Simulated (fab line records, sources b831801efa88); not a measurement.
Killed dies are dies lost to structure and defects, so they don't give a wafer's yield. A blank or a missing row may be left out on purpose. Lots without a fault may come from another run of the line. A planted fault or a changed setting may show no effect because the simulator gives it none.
Problem report in the 8D (eight disciplines) form, filled by code | flow gf180mcu | the parts of the form that need people (team, actions taken, sign-off) are left out

1. THE PROBLEM
beam_energy_keV at GF_DNWELL_IMPLANT_07 reads a mean of 1323.0 on 6 wafers of 2 lots; wafers without a fault read 1500.1 with a standard deviation of 0.47. That is -99 or more standard deviations from the usual mean.
First seen on wafer L966.1, day 5 17:27, on implanter-01. The record holds 18 wafers of 6 lots with a number at this step. Rule for "out", or "out of limits": more than 4 standard deviations from the usual mean. The other wafers with a number count as sound.

2. WHAT IT IS AND WHAT IT IS NOT
question                    | is                     | is not
which readings at this step | beam_energy_keV        | -
which lots                  | L966, L967             | L957, L968, L969, L973
which wafers of those lots  | all that have a number | -
read on which tools         | implanter-01           | implanter-02
when                        | from day 5 17:27       | up to then (3 sound wafers); but 9 sound wafers of L968, L969, L973 came after

3. SUSPECTS, AND WHAT RULES EACH OUT
Counting: a tool at a process step up to the reading stays a suspect if it ran every lot that is out and no sound lot after the first of them.
- implanter-01 at GF_DNWELL_IMPLANT_07: kept. It ran every lot that is out, first L966 (day 5 17:27), and no sound lot after that; its last sound lot up to then is L957 (day 3 19:25). Its own readings are out on those wafers: beam_energy_keV.
Left after counting: implanter-01 at GF_DNWELL_IMPLANT_07.

4. THE CAUSE (what the simulator had put in)
Process parameter drift: implanter-01, from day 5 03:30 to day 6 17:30, at GF_DNWELL_IMPLANT_07. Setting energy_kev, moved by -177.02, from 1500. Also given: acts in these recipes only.
Counting left only this tool.

5. THE CHAIN OF EFFECTS, in route order
Each row: a reading whose mean over the struck wafers that have a number lies more than 3 standard deviations from the usual. Only readings for which the record gives a usual standard deviation are gone through. hours: the time from each lot's start at the first step in this table that gives one to its start at this step, as a median over the lots. sigmas: the change in usual standard deviations.
hours | step                 | reading         | usual  | on struck wafers | change | sigmas
0     | GF_DNWELL_IMPLANT_07 | beam_energy_keV | 1500.1 | 1323.0           | -177.1 | -99 or more
The process steps in it:
- GF_DNWELL_IMPLANT_07

6. WHAT WOULD HAVE CAUGHT IT SOONER
In this record the first reading out of limits was taken at day 5 17:27, 14 hours after the fault began at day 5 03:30.
